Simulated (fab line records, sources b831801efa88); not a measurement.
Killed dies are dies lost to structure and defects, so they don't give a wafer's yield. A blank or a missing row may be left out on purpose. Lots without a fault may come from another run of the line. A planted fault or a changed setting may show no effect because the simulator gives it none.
Which tool did it? | flow gf180mcu | 12 lots, 36 wafers sampled, at 1 step of a route of 602

WHAT THE GAUGES READ, wafer by wafer
GF_DNWELL_TW_MEAS_09.
lot  | measured    | on            | DNWELL_TW
L075 | day 3 01:29 | film_metro-04 | 1381 1368 1365
L077 | day 3 10:26 | film_metro-01 | 1331 1332 1333
L079 | day 3 21:45 | film_metro-01 | 1345 1348 1348
L081 | day 4 09:25 | film_metro-01 | 1329 1341 1341
L083 | day 4 20:04 | film_metro-01 | 1339 1330 1335
L085 | day 5 05:35 | film_metro-04 | 1345 1345 1337
L087 | day 5 15:58 | film_metro-04 | 1343 1350 1350
L089 | day 6 02:44 | film_metro-03 | 1345 1334 1337
L091 | day 6 13:34 | film_metro-01 | 1362 1354 1361
L093 | day 6 23:25 | film_metro-03 | 1344 1330 1337
L095 | day 7 11:24 | film_metro-03 | 1335 1332 1330
L097 | day 7 20:26 | film_metro-01 | 1345 1342 1343

WHICH TOOL RAN EACH LOT (tool, then ch and the chambers of the sampled wafers, then the start)
The record holds no process step before these readings.

THE ANSWER, worked out from the rows above alone
Rule: what is usual is taken from the lots themselves. Put in order of their means at a reading, lots are off if they are a third of the lots or fewer, leave a main group of 4 or more, and stand apart from it by a gap of 3 or more times the standard deviation of the main group's means; of several such gaps the widest counts. A main group whose means are all the same, to the digits that the tables above print for the reading, isn't used. A lot without any number at a reading at which 4 lots or more have one is off too. The other lots that the step has rows for count as sound.
No lot is off at any reading shown: from this, nothing can be told.

WHAT THE SIMULATOR HAD PUT IN
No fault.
